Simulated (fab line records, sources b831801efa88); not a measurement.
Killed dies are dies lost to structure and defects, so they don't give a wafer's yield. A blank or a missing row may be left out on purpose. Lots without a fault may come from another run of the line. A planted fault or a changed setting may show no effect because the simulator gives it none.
fab line records | flow sky130
record lots=6 wafers=18 last_day=49
route steps=708 shown VIA4@643 METAL5@661 PASSIVATION@681 PAD_OPEN@708
lots that met no fault: from a run of the same line without faults
start_h: hours from the record's first day to the start of the lot's first wafer shown | wait_h: hours since the lot's step before | " the same as in the row above | L1.1+2: a row that stands for several wafers | - no value, or no start given | * or withheld: withheld | < > ~ a bound
route shown NAME@n: a module of which the file shows steps, and the number in the route of the first | usual: mean/standard deviation of fault-free wafers | same: alike in all rows | chamber/n: place in a boat | sites: the reading at each site | _std_site: their standard deviation | _edge_site: outer sites' mean less inner sites' | radius_mm: how far each site lies from the wafer's centre | mask NAME#n: copy n | behind: the tool/chamber that last shaped the wafer | hold: why the lot was held/for how many hours/how that ended | device: the transistor (n, p or np) that didn't switch | end of line: the same wafers' tests at the end of the route | a step without rows: its recipe alone | killed: dies lost to structure and defects at the first sort, not the wafer's yield | map: a wafer's dies, x killed, . not, _ none there
set.NAME: the setting as run; set.NAME@STEP: as run at that earlier step | model.NAME: the simulator's own value behind a step, which no gauge read
lots at some steps of the route; a table a step, a row a wafer
services: from which hour (start_h, from the record's first day; less than 0 if before it) a tool's chamber was out of use, for how many hours, and why
## steps
# step SKY_VIA4_DEHYDRATE_04
# recipe temp_c=200 time_s=60
# step SKY_VIA4_HMDS_05
# recipe prime_time_s=60 prime_temp_c=120
# step SKY_VIA4_COAT_06
# recipe resist=NOVOLAK spin_rpm=3000 resist_thk_nm=1140
# step SKY_VIA4_SOFTBAKE_07
# recipe temp_c=90 time_s=60 resist=NOVOLAK
# step SKY_VIA4_EXPOSE_08
# recipe mask_id=VIM4 na=0.6 source_shape=conventional sigma_outer=0.6 polarization=unpolarized target_cd_nm=800 dose_mj=132
# step SKY_VIA4_PEB_09
# recipe temp_c=withheld time_s=* resist=NOVOLAK
# step SKY_VIA4_DEVELOP_10
# recipe resist=NOVOLAK developer=TMAH develop_time_s=60 dev_temp_c=23
# step SKY_VIA4_OVL_MEAS_11
# usual VIA4_OVL=-0.7/1.5
# columns lot.wafer tool chamber start_h wait_h VIA4_OVL[nm]
L428.2 overlay-01 - 998.71 0.1 -1.0
L428.4 " - " " 0.7
L428.5 " - " " -2.7
L431.1 overlay-01 - 1023.07 0.1 0.5
L431.3 " - " " -0.1
L431.5 " - " " -0.6
L435.1 overlay-02 - 1048.75 0.1 -1.9
L435.4 " - " " -0.9
L435.5 " - " " -1.2
L438.4 overlay-01 - 1069.82 0.1 -0.3
L438.5 " - " " -0.5
L438.6 " - " " -0.4
L444.1 overlay-02 - 1112.52 0.1 0.0
L444.2 " - " " -0.3
L444.4 " - " " -1.6
L445.1 overlay-02 - 1123.44 0.1 -0.5
L445.4 " - " " -0.7
L445.6 " - " " -0.6
# step SKY_VIA4_ETCH_12
# recipe target=SiO2 chemistry=C4F8/O2/Ar stop_on=TiN mask_material=NOVOLAK source_w=1500 bias_w=1200 pressure_mtorr=40 c4f8_flow_sccm=withheld O2_flow_sccm=6 Ar_flow_sccm=300 time_s=withheld target_depth_a=5800
# step SKY_VIA4_STRIP_13
# recipe chemistry=O2/N2 power_w=1400 pressure_mtorr=1500 platen_temp_c=withheld o2_flow_sccm=3000 n2_flow_sccm=300 overash_fraction=0.5
# step SKY_VIA4_STRIP_14
# recipe chemistry=post_etch_residue_remover time_s=1200 temp_c=72.5
# step SKY_VIA4_CLEAN_15
# recipe chemistry=IPA time_s=180 temp_c=25
# step SKY_VIA4_CLEAN_16
# recipe chemistry=O3/DIW dry=n2_spin
# columns lot.wafer tool chamber start_h wait_h
L428.2+4+5 wet_bench-02 1 999.32 0.0
L431.1+3+5 wet_bench-02 2 1023.68 0.0
L435.1+4+5 wet_bench-01 3 1049.36 0.0
L438.4+5+6 wet_bench-02 0 1070.47 0.0
L444.1+2+4 wet_bench-02 1 1113.47 0.0
L445.1+4+6 wet_bench-02 1 1124.06 0.0
# step SKY_VIA4_SPUTTER_17
# recipe material=TiN target_thk_nm=20 chamber_pressure_pa=5 power_w=4000 time_s=80
# usual throttle_valve_pct=30.0/1.1
# columns lot.wafer tool chamber start_h wait_h throttle_valve_pct
L428.2 pvd_sputter-01 - 999.41 0.0 29.8
L428.4 " - " " 31.0
L428.5 " - " " 29.7
L431.1 pvd_sputter-04 - 1023.77 0.0 27.5
L431.3 " - " " 30.1
L431.5 " - " " 27.5
L435.1 pvd_sputter-04 - 1049.45 0.0 29.8
L435.4 " - " " 29.7
L435.5 " - " " 29.6
L438.4 pvd_sputter-01 - 1070.57 0.0 31.0
L438.5 " - " " 31.3
L438.6 " - " " 31.2
L444.1 pvd_sputter-03 - 1113.66 0.0 31.6
L444.2 " - " " 30.7
L444.4 " - " " 28.3
L445.1 pvd_sputter-04 - 1124.15 0.0 30.3
L445.4 " - " " 27.6
L445.6 " - " " 29.8
# step SKY_VIA4_CVD_18
# recipe material=W target_thk_nm=505 time_s=152.14 temp_c=400 pressure_torr=40
# usual heater_power_w=843/56
# columns lot.wafer tool chamber start_h wait_h heater_power_w since_wet_clean_h
L428.2 cvd_w-02 1 999.47 0.0 837 81
L428.4 " 1 " " 875 -
L428.5 " 1 " " 850 -
L431.1 cvd_w-02 1 1023.83 0.0 848 106
L431.3 " 1 " " 864 -
L431.5 " 0 " " 760 -
L435.1 cvd_w-01 0 1049.51 0.0 863 646
L435.4 " 0 " " 856 -
L435.5 " 0 " " 869 -
L438.4 cvd_w-02 1 1070.68 0.1 835 -
L438.5 " 1 " " 852 -
L438.6 " 0 " " 761 -
L444.1 cvd_w-01 0 1113.72 0.0 867 710
L444.2 " 1 " " 919 710
L444.4 " 0 " " 863 -
L445.1 cvd_w-01 0 1124.21 0.0 860 720
L445.4 " 0 " " 875 -
L445.6 " 0 " " 854 -
# step SKY_VIA4_RS_MEAS_19
# recipe thk_meas_gauge=four-point-probe reads=W_of_VIA4_CVD_18+TiN_of_VIA4_SPUTTER_17
# usual VIA4_W_RS=0.2250/0.003
# columns lot.wafer tool chamber start_h wait_h VIA4_W_RS[ohm/sq]
L428.2 film_metro-03 - 999.64 0.1 0.2283
L428.4 " - " " 0.2312
L428.5 " - " " 0.2294
L431.1 film_metro-03 - 1023.99 0.1 0.2276
L431.3 " - " " 0.2281
L431.5 " - " " 0.2236
L435.1 film_metro-04 - 1049.66 0.1 0.2272
L435.4 " - " " 0.2276
L435.5 " - " " 0.2311
L438.4 film_metro-04 - 1070.84 0.1 0.2267
L438.5 " - " " 0.2266
L438.6 " - " " 0.2230
L444.1 film_metro-03 - 1113.87 0.1 0.2286
L444.2 " - " " 0.2235
L444.4 " - " " 0.2294
L445.1 film_metro-04 - 1124.36 0.1 0.2269
L445.4 " - " " 0.2313
L445.6 " - " " 0.2295
# step SKY_VIA4_THK_MEAS_20
# recipe thk_meas_gauge=xrf reads=W_of_VIA4_CVD_18
# usual VIA4_W_THK=495/9
# columns lot.wafer tool chamber start_h wait_h VIA4_W_THK[nm]
L428.2 film_metro-03 - 999.75 0.1 498
L428.4 " - " " 491
L428.5 " - " " 496
L431.1 film_metro-03 - 1024.11 0.1 500
L431.3 " - " " 496
L431.5 " - " " 504
L435.1 film_metro-04 - 1049.78 0.1 484
L435.4 " - " " 487
L435.5 " - " " 473
L438.4 film_metro-04 - 1070.93 0.1 488
L438.5 " - " " 489
L438.6 " - " " 491
L444.1 film_metro-03 - 1113.99 0.1 495
L444.2 " - " " 504
L444.4 " - " " 495
L445.1 film_metro-04 - 1124.48 0.1 486
L445.4 " - " " 479
L445.6 " - " " 477
# step SKY_VIA4_CMP_21
# recipe stop_on=SiO2 t_overpolish_s=25 down_force_psi=3.5 platen_rpm=60 target_thk_nm=0 pad_velocity_m_s=0.94248
# usual motor_current_A=11.0/0.93 overpolish_run_s=24.999/0.01 retaining_ring_pressure_frac=0.999/0.0051 time_to_endpoint_s=121/5.6
# columns lot.wafer tool chamber start_h wait_h motor_current_A overpolish_run_s retaining_ring_pressure_frac time_to_endpoint_s
L428.2 cmp-01 2 999.80 0.0 11.6 24.987 0.998 115
L428.4 " 3 " " 11.9 24.984 1.000 113
L428.5 " 3 " " 12.4 24.987 1.007 111
L431.3 cmp-01 3 1024.17 0.0 12.9 25.012 1.000 113
L431.1 " 0 " " 11.1 25.020 0.994 131
L431.5 " 3 " " 12.5 25.001 0.999 118
L435.4 cmp-01 0 1049.94 0.1 10.7 24.990 0.997 126
L435.1 " 1 " " 9.8 25.011 0.998 118
L435.5 " 3 " " 12.5 24.996 0.995 112
L438.4 cmp-01 0 1071.06 0.1 10.9 25.015 0.991 129
L438.5 " 2 " " 11.4 24.994 0.994 116
L438.6 " 3 " " 12.5 24.999 0.995 117
L444.4 cmp-02 3 1114.05 0.0 10.1 24.989 1.006 117
L444.2 " 0 " " 11.1 24.998 1.005 118
L444.1 " 2 " " 10.4 25.006 1.002 125
L445.4 cmp-01 3 1124.64 0.1 12.7 24.994 1.005 116
L445.1 " 0 " " 10.8 24.996 1.002 130
L445.6 " 1 " " 9.9 25.013 0.995 121
# step SKY_METAL5_SPUTTER_00
# recipe material=Ti target_thk_nm=15 power_w=3000 time_s=10 chamber_pressure_pa=0.4
# step SKY_METAL5_SPUTTER_01
# recipe material=TiN target_thk_nm=20 power_w=6500 time_s=16.7 chamber_pressure_pa=0.4
# step SKY_METAL5_SPUTTER_02
# recipe material=AlCu target_thk_nm=1150 power_w=10600 time_s=61.2 chamber_pressure_pa=0.4
# usual throttle_valve_pct=30.4/1.2
# columns lot.wafer tool chamber start_h wait_h throttle_valve_pct
L428.2 pvd_sputter-03 - 1000.15 0.0 30.9
L428.4 " - " " 29.2
L428.5 " - " " 29.2
L431.1 pvd_sputter-01 - 1024.51 0.0 29.7
L431.3 " - " " 31.1
L431.5 " - " " 31.1
L435.1 pvd_sputter-03 - 1050.19 0.0 31.4
L435.4 " - " " 29.3
L435.5 " - " " 29.3
L438.4 pvd_sputter-03 - 1071.31 0.0 31.5
L438.5 " - " " 31.9
L438.6 " - " " 28.6
L444.1 pvd_sputter-01 - 1114.40 0.0 31.0
L444.2 " - " " 30.7
L444.4 " - " " 29.5
L445.1 pvd_sputter-02 - 1124.89 0.0 33.4
L445.4 " - " " 30.3
L445.6 " - " " 29.9
# step SKY_METAL5_SPUTTER_03
# recipe material=Ti target_thk_nm=5 power_w=3000 time_s=3.3 chamber_pressure_pa=0.4
# step SKY_METAL5_SPUTTER_04
# recipe material=TiN target_thk_nm=70 power_w=6500 time_s=58.3 chamber_pressure_pa=0.4
# step SKY_METAL5_RS_MEAS_05
# recipe thk_meas_gauge=four-point-probe reads=TiN_of_METAL5_SPUTTER_04+Ti_of_METAL5_SPUTTER_03+AlCu_of_METAL5_SPUTTER_02+TiN_of_METAL5_SPUTTER_01+Ti_of_METAL5_SPUTTER_00
# usual METAL5_ALCU_RS=0.02706/0.0003
# columns lot.wafer tool chamber start_h wait_h METAL5_ALCU_RS[ohm/sq]
L428.2 film_metro-04 - 1000.29 0.0 0.0267
L428.4 " - " " 0.02735
L428.5 " - " " 0.02722
L431.1 film_metro-02 - 1024.63 0.0 0.02735
L431.3 " - " " 0.02768
L431.5 " - " " 0.02749
L435.1 film_metro-02 - 1050.31 0.0 0.02698
L435.4 " - " " 0.02671
L435.5 " - " " 0.02698
L438.4 film_metro-04 - 1071.48 0.1 0.0274
L438.5 " - " " 0.02737
L438.6 " - " " 0.02694
L444.1 film_metro-03 - 1114.52 0.0 0.02729
L444.2 " - " " 0.02719
L444.4 " - " " 0.02699
L445.1 film_metro-03 - 1125.01 0.0 0.02645
L445.4 " - " " 0.02714
L445.6 " - " " 0.02713
# step SKY_METAL5_THK_MEAS_06
# recipe thk_meas_gauge=xrf reads=AlCu_of_METAL5_SPUTTER_02
# usual METAL5_ALCU_THK=1152/14
# columns lot.wafer tool chamber start_h wait_h METAL5_ALCU_THK[nm]
L428.2 film_metro-04 - 1000.40 0.1 1165
L428.4 " - " " 1131
L428.5 " - " " 1135
L431.1 film_metro-02 - 1024.75 0.1 1141
L431.3 " - " " 1123
L431.5 " - " " 1134
L435.1 film_metro-02 - 1050.43 0.1 1160
L435.4 " - " " 1167
L435.5 " - " " 1155
L438.4 film_metro-04 - 1071.57 0.1 1135
L438.5 " - " " 1143
L438.6 " - " " 1151
L444.1 film_metro-03 - 1114.64 0.1 1140
L444.2 " - " " 1141
L444.4 " - " " 1158
L445.1 film_metro-03 - 1125.13 0.1 1187
L445.4 " - " " 1161
L445.6 " - " " 1156
# step SKY_METAL5_DEHYDRATE_07
# recipe temp_c=200 time_s=60
# step SKY_METAL5_HMDS_08
# recipe prime_time_s=60 prime_temp_c=120
# step SKY_METAL5_COAT_09
# recipe resist=NOVOLAK spin_rpm=3000 resist_thk_nm=1800
# step SKY_METAL5_SOFTBAKE_10
# recipe temp_c=90 time_s=60 resist=NOVOLAK
# step SKY_METAL5_EXPOSE_11
# recipe mask_id=MM5 na=0.6 source_shape=conventional sigma_outer=0.6 polarization=unpolarized target_cd_nm=1600 dose_mj=190
# step SKY_METAL5_PEB_12
# recipe temp_c=withheld time_s=* resist=NOVOLAK
# step SKY_METAL5_DEVELOP_13
# recipe resist=NOVOLAK developer=TMAH develop_time_s=60 dev_temp_c=23
# step SKY_METAL5_DESCUM_14
# recipe chemistry=O2 source_power_w=150 bias_power_w=0 pressure_mtorr=10 temp_c=40 time_s=11
# step SKY_METAL5_METAL_ETCH_15
# recipe target_depth_a=12600 stop_on=SiO2 over_etch_frac=0.2 time_s=252 chemistry=Cl2/BCl3 resist_sidewall_deg=86 pressure_mtorr=10 icp_w=900 bias_w=48.5 Cl2_flow_sccm=60 bcl3_flow_sccm=30
# usual bias_w=48.48/0.16 drypump_motor_current_A=5.7/0.34 oes_product_au=0.894/0.0048 rf_fwd_power_W=897.7/2.8 throttle_valve_pct=22.264/0.0089
# columns lot.wafer tool chamber start_h wait_h bias_w drypump_motor_current_A oes_product_au rf_fwd_power_W rf_hours_counter_h throttle_valve_pct
L428.2 rie_metal-03 0 1022.81 0.0 48.60 5.7 0.909 899.6 6 22.269
L428.4 " 0 " " 48.52 5.7 0.893 897.4 - 22.248
L428.5 " 1 " " 48.44 6.0 0.890 901.0 - 22.257
L431.1 rie_metal-03 0 1046.41 0.0 48.18 5.7 0.897 895.4 8 22.259
L431.3 " 1 " " 48.45 6.0 0.893 893.1 - 22.254
L431.5 " 0 " " 48.18 5.7 0.898 894.7 - 22.272
L435.1 rie_metal-02 1 1072.18 0.0 48.45 5.4 0.899 901.2 12 22.279
L435.4 " 0 " " 48.41 5.6 0.890 900.1 - 22.253
L435.5 " 0 " " 48.43 5.7 0.893 896.3 - 22.251
L438.4 rie_metal-03 0 1091.88 0.3 48.69 5.7 0.906 899.9 - 22.294
L438.5 " 0 " " 48.53 5.7 0.897 901.4 - 22.262
L438.6 " 0 " " 48.66 5.7 0.886 896.8 - 22.265
L444.1 rie_metal-02 1 1133.56 0.0 48.39 5.4 0.889 901.6 17 22.265
L444.2 " 0 " " 48.44 5.6 0.891 895.1 21 22.277
L444.4 " 1 " " 48.25 5.4 0.901 900.5 - 22.259
L445.1 rie_metal-02 0 1143.43 0.0 48.60 5.7 0.897 899.1 22 22.262
L445.4 " 1 " " 48.38 5.4 0.892 898.1 - 22.249
L445.6 " 0 " " 48.34 5.7 0.892 893.6 - 22.249
# step SKY_METAL5_STRIP_16
# recipe chemistry=O2/N2 power_w=1400 pressure_mtorr=1500 platen_temp_c=withheld o2_flow_sccm=3000 n2_flow_sccm=300 overash_fraction=0.5
# step SKY_METAL5_STRIP_17
# recipe chemistry=post_etch_residue_remover time_s=1200 temp_c=72.5
# step SKY_METAL5_CLEAN_18
# recipe chemistry=IPA time_s=180 temp_c=25
# step SKY_METAL5_CLEAN_19
# recipe chemistry=O3/DIW dry=n2_spin
# step SKY_PASSIVATION_CVD_00
# recipe material=SiO2 target_thk_nm=90 temp_c=400 time_s=withheld rf_w=600
# step SKY_PASSIVATION_THK_MEAS_01
# recipe reads=SiO2_of_PASSIVATION_CVD_00
# usual PASSIVATION_CVD_00_THK=90.0/1.5
# columns lot.wafer tool chamber start_h wait_h PASSIVATION_CVD_00_THK[nm]
L428.2 film_metro-01 - 1023.66 - 89.8
L428.4 " - " " 89.3
L428.5 " - " " 89.0
L431.1 film_metro-01 - 1047.26 - 91.2
L431.3 " - " " 88.0
L431.5 " - " " 90.4
L435.1 film_metro-01 - 1073.44 - 87.3
L435.4 " - " " 89.8
L435.5 " - " " 91.4
L438.4 film_metro-03 - 1092.77 - 91.9
L438.5 " - " " 93.8
L438.6 " - " " 91.5
L444.1 film_metro-02 - 1134.45 - 88.5
L444.2 " - " " 87.7
L444.4 " - " " 91.2
L445.1 film_metro-01 - 1144.32 - 88.8
L445.4 " - " " 92.8
L445.6 " - " " 90.5
# step SKY_PASSIVATION_CVD_02
# recipe material=Si3N4 target_thk_nm=540 temp_c=400 time_s=withheld rf_w=450
# step SKY_PASSIVATION_THK_MEAS_03
# recipe reads=Si3N4_of_PASSIVATION_CVD_02
# usual PASSIVATION_CVD_02_THK=542/8.7
# columns lot.wafer tool chamber start_h wait_h PASSIVATION_CVD_02_THK[nm]
L428.2 film_metro-01 - 1023.95 - 532
L428.4 " - " " 542
L428.5 " - " " 534
L431.1 film_metro-03 - 1047.55 - 535
L431.3 " - " " 538
L431.5 " - " " 543
L435.1 film_metro-02 - 1073.73 - 528
L435.4 " - " " 544
L435.5 " - " " 537
L438.4 film_metro-02 - 1093.05 - 558
L438.5 " - " " 549
L438.6 " - " " 563
L444.1 film_metro-03 - 1134.73 - 542
L444.2 " - " " 541
L444.4 " - " " 542
L445.1 film_metro-01 - 1144.71 - 534
L445.4 " - " " 548
L445.6 " - " " 540
# step SKY_PAD_OPEN_PROBE_99
# usual defect_limited_yield=82.6/2 killed_at_M0_to_M3=44/7.3 killed_at_M4_up=3.1/1.6 killed_at_contacts=24/5.4 killed_at_front_end=15/4 killed_at_other=0.2/0.49 killed_dies=86/10 killed_on_rim=17/3.7 killed_open=48/7.3 killed_short=38/6.3 sort_bin_3_pad_short=0.8/0.45 sort_bin_5_function=10.3/1.5 sort_bin_6_memory=6.3/1.2 sort_n_pass=406/10 sort_yield_pct=82.6/2
# same gross_dies=492 killed_at_back_side=0 sort_bin_4_leakage[%]=0 sort_bin_8_speed[%]=0
# columns lot.wafer tool chamber start_h wait_h defect_limited_yield[%] killed_at_M0_to_M3 killed_at_M4_up killed_at_contacts killed_at_front_end killed_at_other killed_dies killed_on_rim killed_open killed_short sort_bin_3_pad_short[%] sort_bin_5_function[%] sort_bin_6_memory[%] sort_n_pass sort_yield_pct[%] model.etest.tester.sort_n_pass model.etest.tester.sort_yield_pct model.etest.tester.sort_bin_5_pct model.etest.tester.sort_bin_3_pct
L428.2 prober-02 - 1069.38 0.1 83.7 39 3 23 15 0 80 15 48 32 0.8 10.0 5.5 412 83.7 412 83.74 9.959 0.813
L428.4 prober-02 - 1069.48 0.2 83.3 49 1 25 7 0 82 14 43 39 1.8 9.8 5.1 410 83.3 410 83.33 9.756 1.829
L428.5 prober-02 - 1069.53 0.2 83.9 40 3 20 16 0 79 18 44 35 1.0 10.0 5.1 413 83.9 413 83.94 9.959 1.016
L431.1 prober-01 - 1091.54 0.1 81.5 54 2 20 15 0 91 20 45 46 1.0 12.4 5.1 401 81.5 401 81.5 12.4 1.016
L431.3 prober-01 - 1091.64 0.2 80.1 45 0 27 26 0 98 19 57 41 0.6 11.6 7.7 394 80.1 394 80.08 11.59 0.6098
L431.5 prober-01 - 1091.74 0.2 81.9 37 4 27 20 1 89 21 57 32 0.6 11.6 5.9 403 81.9 403 81.91 11.59 0.6098
L435.1 prober-01 - 1116.15 0.1 83.9 40 3 23 13 0 79 18 38 41 1.0 8.7 6.3 413 83.9 413 83.94 8.74 1.016
L435.4 prober-01 - 1116.30 0.2 82.1 42 1 28 17 0 88 15 51 37 0.6 7.9 9.3 404 82.1 404 82.11 7.927 0.6098
L435.5 prober-01 - 1116.35 0.2 80.1 47 2 24 25 0 98 13 54 44 1.2 11.0 7.7 394 80.1 394 80.08 10.98 1.22
L438.4 prober-02 - 1134.78 0.2 84.6 39 3 23 11 0 76 16 48 28 0.2 9.1 6.1 416 84.6 416 84.55 9.146 0.2033
L438.5 prober-02 - 1134.83 0.2 81.5 55 4 20 12 0 91 15 48 43 0.6 12.6 5.3 401 81.5 401 81.5 12.6 0.6098
L438.6 prober-02 - 1134.88 0.2 85.2 33 3 23 14 0 73 14 37 36 0.6 7.9 6.3 419 85.2 419 85.16 7.927 0.6098
L444.1 prober-02 - 1172.54 0.1 72.4 34 49 32 18 3 136 29 52 35 2.6 15.9 9.1 356 72.4 356 72.36 15.85 2.642
L444.2 prober-02 - 1172.59 0.1 72.4 45 52 22 17 0 136 31 53 34 2.2 18.3 7.1 356 72.4 356 72.36 18.29 2.236
L444.4 prober-02 - 1172.69 0.2 74.2 38 44 33 12 0 127 20 48 39 2.4 14.8 8.5 365 74.2 365 74.19 14.84 2.439
L445.1 prober-02 - 1182.52 0.1 72.4 39 45 29 23 0 136 25 56 36 1.6 18.9 7.1 356 72.4 356 72.36 18.9 1.626
L445.4 prober-02 - 1182.67 0.2 73.4 51 43 20 17 0 131 27 47 43 3.7 15.9 7.1 361 73.4 361 73.37 15.85 3.659
L445.6 prober-02 - 1182.77 0.2 74.4 43 46 21 15 1 126 25 45 38 3.0 15.2 7.3 366 74.4 366 74.39 15.24 3.049
# killed by level:class
L428.2 LI_CONTACT:geometric_particle:open=9 VIA1:geometric_particle:open=9 CONTACT:geometric_particle:open=6 METAL1:geometric_particle:short=6 VIA3:geometric_particle:open=6 FIELD_ISO:geometric_particle:open=5 VIA2:geometric_particle:open=5 FIELD_ISO:geometric_particle:short=4
L428.4 CONTACT:geometric_particle:open=11 VIA1:geometric_particle:open=8 VIA3:geometric_particle:open=8 METAL2:geometric_particle:short=8 VIA1:geometric_particle:short=7 VIA2:geometric_particle:open=7 CONTACT:geometric_particle:short=6 LI_CONTACT:geometric_particle:open=5
L428.5 VIA1:geometric_particle:open=13 CONTACT:geometric_particle:open=9 VIA2:geometric_particle:open=6 FIELD_ISO:geometric_particle:short=5 VIA3:geometric_particle:open=5 LOCAL_INTERCONNECT:geometric_particle:short=4 VIA2:geometric_particle:short=4 LI_CONTACT:geometric_particle:open=3
L431.1 VIA3:geometric_particle:open=10 VIA1:geometric_particle:open=8 METAL1:geometric_particle:short=8 METAL2:geometric_particle:short=7 VIA2:geometric_particle:open=7 LOCAL_INTERCONNECT:geometric_particle:short=6 CONTACT:geometric_particle:short=6 FIELD_ISO:geometric_particle:open=5
L431.3 VIA1:geometric_particle:open=13 CONTACT:geometric_particle:open=9 FIELD_ISO:geometric_particle:open=7 VIA1:geometric_particle:short=7 LI_CONTACT:geometric_particle:open=6 CONTACT:geometric_particle:short=6 METAL1:geometric_particle:short=6 VIA3:geometric_particle:open=6
L431.5 CONTACT:geometric_particle:open=10 VIA3:geometric_particle:open=9 LI_CONTACT:geometric_particle:open=8 VIA1:geometric_particle:open=8 CONTACT:geometric_particle:short=6 VIA2:geometric_particle:open=5 FIELD_ISO:geometric_particle:open=5 FIELD_ISO:geometric_particle:short=5
L435.1 LI_CONTACT:geometric_particle:open=10 VIA3:geometric_particle:open=8 METAL1:geometric_particle:short=6 VIA1:geometric_particle:short=6 VIA1:geometric_particle:open=5 LOCAL_INTERCONNECT:geometric_particle:short=5 METAL2:geometric_particle:short=5 VIA2:geometric_particle:open=4
L435.4 CONTACT:geometric_particle:open=13 VIA3:geometric_particle:open=8 VIA2:geometric_particle:open=7 LI_CONTACT:geometric_particle:open=6 VIA1:geometric_particle:short=6 FIELD_ISO:geometric_particle:short=5 VIA1:geometric_particle:open=5 FIELD_ISO:geometric_particle:open=4
L435.5 VIA1:geometric_particle:open=13 LI_CONTACT:geometric_particle:open=10 POLY_GATE:geometric_particle:short=8 METAL1:geometric_particle:short=7 FIELD_ISO:geometric_particle:open=5 POLY_GATE:geometric_particle:open=5 LI_CONTACT:geometric_particle:short=5 CONTACT:geometric_particle:open=5
L438.4 VIA1:geometric_particle:open=9 VIA3:geometric_particle:open=8 CONTACT:geometric_particle:open=7 VIA2:geometric_particle:open=7 LI_CONTACT:geometric_particle:open=6 FIELD_ISO:geometric_particle:open=5 LOCAL_INTERCONNECT:geometric_particle:short=5 VIA1:geometric_particle:short=5
L438.5 VIA1:geometric_particle:open=14 CONTACT:geometric_particle:open=11 VIA2:geometric_particle:open=8 METAL1:geometric_particle:short=6 VIA1:geometric_particle:short=6 METAL3:geometric_particle:short=6 VIA2:geometric_particle:short=5 POLY_GATE:geometric_particle:open=4
L438.6 CONTACT:geometric_particle:open=8 VIA1:geometric_particle:open=8 LI_CONTACT:geometric_particle:open=6 POLY_GATE:geometric_particle:open=5 METAL2:geometric_particle:short=5 METAL1:geometric_particle:short=4 CONTACT:geometric_particle:short=4 VIA3:geometric_particle:short=4
L444.1 VIA4:unspecified=49 CONTACT:geometric_particle:open=13 LI_CONTACT:geometric_particle:open=8 FIELD_ISO:geometric_particle:short=7 VIA1:geometric_particle:open=6 VIA3:geometric_particle:open=6 METAL2:geometric_particle:short=5 LOCAL_INTERCONNECT:geometric_particle:short=4
L444.2 VIA4:unspecified=49 VIA1:geometric_particle:open=12 CONTACT:geometric_particle:open=8 METAL1:geometric_particle:short=7 VIA2:geometric_particle:open=6 LI_CONTACT:geometric_particle:open=6 VIA3:geometric_particle:open=6 POLY_GATE:geometric_particle:open=5
L444.4 VIA4:unspecified=40 CONTACT:geometric_particle:open=12 VIA1:geometric_particle:open=12 METAL2:geometric_particle:short=8 LI_CONTACT:geometric_particle:open=7 CONTACT:geometric_particle:short=7 LOCAL_INTERCONNECT:geometric_particle:short=5 FIELD_ISO:geometric_particle:open=3
L445.1 VIA4:unspecified=44 CONTACT:geometric_particle:open=12 VIA1:geometric_particle:open=11 VIA3:geometric_particle:open=8 LI_CONTACT:geometric_particle:open=6 FIELD_ISO:geometric_particle:short=5 LOCAL_INTERCONNECT:geometric_particle:short=5 FIELD_ISO:geometric_particle:open=4
L445.4 VIA4:unspecified=41 VIA1:geometric_particle:open=11 VIA2:geometric_particle:open=9 METAL1:geometric_particle:short=8 VIA3:geometric_particle:open=7 FIELD_ISO:geometric_particle:open=6 LI_CONTACT:geometric_particle:open=5 CONTACT:geometric_particle:open=5
L445.6 VIA4:unspecified=43 VIA1:geometric_particle:open=9 VIA2:geometric_particle:open=9 LI_CONTACT:geometric_particle:open=7 POLY_GATE:geometric_particle:short=6 FIELD_ISO:geometric_particle:short=5 VIA3:geometric_particle:open=5 CONTACT:geometric_particle:open=5
# map L444.1 (x killed, . not)
__________.x........_________
________.xx..........._______
______.......x...x......_____
_____.xx..x.....x......x.____
____....x...x..........xxx___
___.xxx..x...xx....x......x__
__.xx........xx.......xx...._
_xx.x...................xxx..
_x...................x.......
_..........xx......x.........
_..x.xxx.......x.......xxx.x.
_.xxxxxxx......xx.x..........
_.xxxxxxx................x.xx
_.xxxxxxxx..x............x..x
_xxxxxxxxx..x..x......xxx....
__xxxxxxxx.x.....xx..x.xx.x._
___xxxxxx.x............x...__
____xx....xx...x.....x...x___
_____..xx.x...x.x......x.____
______x...x.....x...x..._____
________.............._______
__________x..x......_________
# map L445.1 (x killed, . not)
__________.......x.._________
________....x.xx..x..._______
______....x..x........x._____
_____....................____
____.......x..........x.x.___
___.x.xx.xx..x........x....__
__x.....x....x..x.x........._
_...x..x..x.....x...x.x...x..
_.........x......x.........x.
_......x..x...........x......
_.xxx..x....x..x...xx..xx.x..
_x.xxxxx....x...x..x.x.....x.
_xxxxxxx.x.xx..x...xx....x.x.
_xxxxxxxxx.x...x.....x...xx..
_xxxxxxxx.xx.......x...x...x.
__xxxxxxx.x.......x......xxx_
___xxxxx.....xxxx...x......__
____xx.x...........x....x.___
_____.......x.....x.....x____
______.............x...._____
________....x......x.._______
__________...x..x.x._________
## services
# columns tool chamber start_h hours kind
pvd_sputter-03 - 1006.96 2.2 repair
cmp-01 - 1012.92 0.3 repair
cmp-01 - 1017.57 5.0 pm
pvd_sputter-01 1 1018.72 - consumable_replace:kit
pvd_sputter-01 1 1018.72 18.0 scheduled_down
pvd_sputter-01 1 1018.72 18.0 vent_cycle
rie_metal-02 - 1020.28 28.1 pm
pvd_sputter-03 1 1021.12 - consumable_replace:kit
pvd_sputter-03 1 1021.12 18.0 scheduled_down
pvd_sputter-03 1 1021.12 18.0 vent_cycle
pvd_sputter-02 - 1027.40 8.6 repair
rie_metal-03 1 1027.71 3.4 repair
cmp-01 - 1033.11 0.6 repair
cmp-02 - 1034.12 1.6 repair
pvd_sputter-04 - 1055.98 5.3 repair
cmp-02 - 1066.20 1.7 repair
cmp-02 - 1074.51 2.5 repair
rie_metal-03 - 1082.10 1.4 pm
cvd_w-01 - 1083.38 0.7 repair
cmp-02 - 1084.47 4.0 pm
pvd_sputter-04 - 1091.96 14.1 repair
cmp-02 - 1126.36 5.5 pm
pvd_sputter-01 0 1131.22 - consumable_replace:kit
pvd_sputter-01 0 1131.22 18.0 scheduled_down
## key
first_sign step=SKY_PAD_OPEN_PROBE_99 reading=killed_at_M4_up direction=up sigmas=27 usual=3.1 struck=46.5
effect step=SKY_PAD_OPEN_PROBE_99 reading=defect_limited_yield direction=down sigmas=4.6 usual=82.6 struck=73.2
model_effect step=SKY_PAD_OPEN_PROBE_99 value=etest.tester.sort_n_pass without=398.7 struck=360
met_at SKY_VIA4_CLEAN_16
struck_wafers L444.1,L444.2,L444.4,L445.1,L445.4,L445.6
onset_between 1070.47 1113.47
also_fits time
fault kind=chamber_particle_source tool=wet_bench-02 chamber=- onset_h=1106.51 steps=SKY_VIA4_CLEAN_16 rate_per_visit_cm2=0.72212 end_h=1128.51
